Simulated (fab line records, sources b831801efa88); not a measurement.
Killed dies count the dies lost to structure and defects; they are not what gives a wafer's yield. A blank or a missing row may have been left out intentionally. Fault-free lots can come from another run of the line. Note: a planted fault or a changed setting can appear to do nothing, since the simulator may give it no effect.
The same fault as seen by 2 desks || flow sky130 || each desk has only its own numbers; what lay behind them comes last

## METROLOGY DESK
Means of the sampled wafers that have a number, per lot and without regard to the tool the lot ran on: this is what the gauges read. A lot is out of limits, marked OUT, if its mean lies more than 4 standard deviations from the usual mean; the brackets give that distance.
Columns: A = INCOMING_BOW at SKY_FIELD_ISO_BOW_MEAS_00, usual 0 um; B = LOCAL_INTERCONNECT_TIN_RS at SKY_LOCAL_INTERCONNECT_RS_MEAS_01, usual 14.17 ohm/sq
{"lot": "L583", "first seen here": "day 1 10:01", "A": 4, "B": 14.44}
{"lot": "L584", "first seen here": "day 1 15:00", "A": -3, "B": 14.28}
{"lot": "L585", "first seen here": "day 1 20:04", "A": 3, "B": 14.08}
{"lot": "L592", "first seen here": "day 3 07:04", "A": -5, "B": 14.12}
{"lot": "L594", "first seen here": "day 3 17:01", "A": 1, "B": 14.24}
{"lot": "L596", "first seen here": "day 4 03:01", "A": -2, "B": 14.16}
{"lot": "L597", "first seen here": "day 4 08:04", "A": -3, "B": 14.40}
{"lot": "L598", "first seen here": "day 4 13:00", "A": 1, "B": 13.94}
{"lot": "L599", "first seen here": "day 4 18:00", "A": 2, "B": 14.01}
{"lot": "L600", "first seen here": "day 4 23:00", "A": -0, "B": 14.03}
{"lot": "L604", "first seen here": "day 5 19:01", "A": -5, "B": 14.35}
{"lot": "L605", "first seen here": "day 6 00:00", "A": 6, "B": 14.31}
{"lot": "L606", "first seen here": "day 6 05:00", "A": 1, "B": 14.01}
This desk found nothing out of limits on any of the 13 lots.

## FOR THE TOOL OWNER'S DESK: implanter-01
For each lot that ran on this tool, the mean over its sampled wafers that have a number, from the tool's own readings at SKY_PWDE_IMPLANT_08. A lot is out of limits, marked OUT, if its mean lies more than 4 standard deviations from the usual mean; the brackets give that distance.
Columns: A = beam energy keV at SKY_PWDE_IMPLANT_08, usual 149.99
{"lot": "L583", "first seen here": "day 4 12:26", "A": 150.06}
{"lot": "L585", "first seen here": "day 4 13:22", "A": 150.02}
{"lot": "L592", "first seen here": "day 5 22:13", "A": "133.46 (-99 or more) OUT"}
{"lot": "L594", "first seen here": "day 6 09:26", "A": "133.39 (-99 or more) OUT"}
{"lot": "L606", "first seen here": "day 9 13:00", "A": 150.03}
Finding of this desk: L592, L594 out of limits; the first was L592 at day 5 22:13, on beam energy keV at SKY_PWDE_IMPLANT_08. In limits: L583, L585, L606.

## PUT TOGETHER
An alarm could have come from the tool owner's desk at day 5 22:13, on L592, L594.
From the metrology desk's view, nothing was out of limits.
The metrology desk has L592, L594 on record, within its limits.
Every lot named ran SKY_PWDE_IMPLANT_08 on implanter-01.

## WHAT WAS PUT IN BY THE SIMULATOR
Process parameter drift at SKY_PWDE_IMPLANT_08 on implanter-01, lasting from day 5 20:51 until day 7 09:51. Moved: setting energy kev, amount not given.
Struck lots among those shown: L592, L594.
Each desk's first reading out of limits, in hours after the fault started: the tool owner's desk, 1.
